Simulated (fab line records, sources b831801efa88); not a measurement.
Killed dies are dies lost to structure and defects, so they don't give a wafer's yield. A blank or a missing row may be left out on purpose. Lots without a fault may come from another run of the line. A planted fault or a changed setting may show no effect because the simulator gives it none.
Which tool did it? | flow sky130 | 12 lots, 36 wafers sampled, at 1 step of a route of 708

WHAT THE GAUGES READ, wafer by wafer
SKY_LOCAL_INTERCONNECT_THK_MEAS_02: measures by xrf.
lot  | measured     | on            | LOCAL_INTERCONNECT_TIN_THK (nm)
L075 | day 26 23:04 | film_metro-03 | 99.9 101.3 101.7
L077 | day 27 01:18 | film_metro-04 | 100.8 100.7 100.6
L080 | day 28 01:58 | film_metro-02 | 99.4 101.1 100.8
L081 | day 28 16:46 | film_metro-04 | 100.3 101.4 100.7
L084 | day 29 04:26 | film_metro-02 | 100.9 100.9 100.6
L085 | day 29 14:20 | film_metro-03 | 101.5 99.8 101.3
L087 | day 30 05:20 | film_metro-03 | 99.6 100.3 99.2
L089 | day 30 20:05 | film_metro-02 | 100.1 100.5 99.7
L091 | day 31 16:05 | film_metro-04 | 99.3 99.1 98.7
L092 | day 39 17:34 | film_metro-03 | 99.3 98.9 97.7
L095 | day 39 19:57 | film_metro-04 | 98.5 99.5 99.6
L097 | day 39 22:59 | film_metro-03 | 99.6 99.6 99.5

WHICH TOOL RAN EACH LOT (tool, then ch and the chambers of the sampled wafers, then the start)
The record holds no process step before these readings.

THE ANSWER, worked out from the rows above alone
Rule: what is usual is taken from the lots themselves. Put in order of their means at a reading, lots are off if they are a third of the lots or fewer, leave a main group of 4 or more, and stand apart from it by a gap of 3 or more times the standard deviation of the main group's means; of several such gaps the widest counts. A main group whose means are all the same, to the digits that the tables above print for the reading, isn't used. A lot without any number at a reading at which 4 lots or more have one is off too. The other lots that the step has rows for count as sound.
No lot is off at any reading shown: from this, nothing can be told.

WHAT THE SIMULATOR HAD PUT IN
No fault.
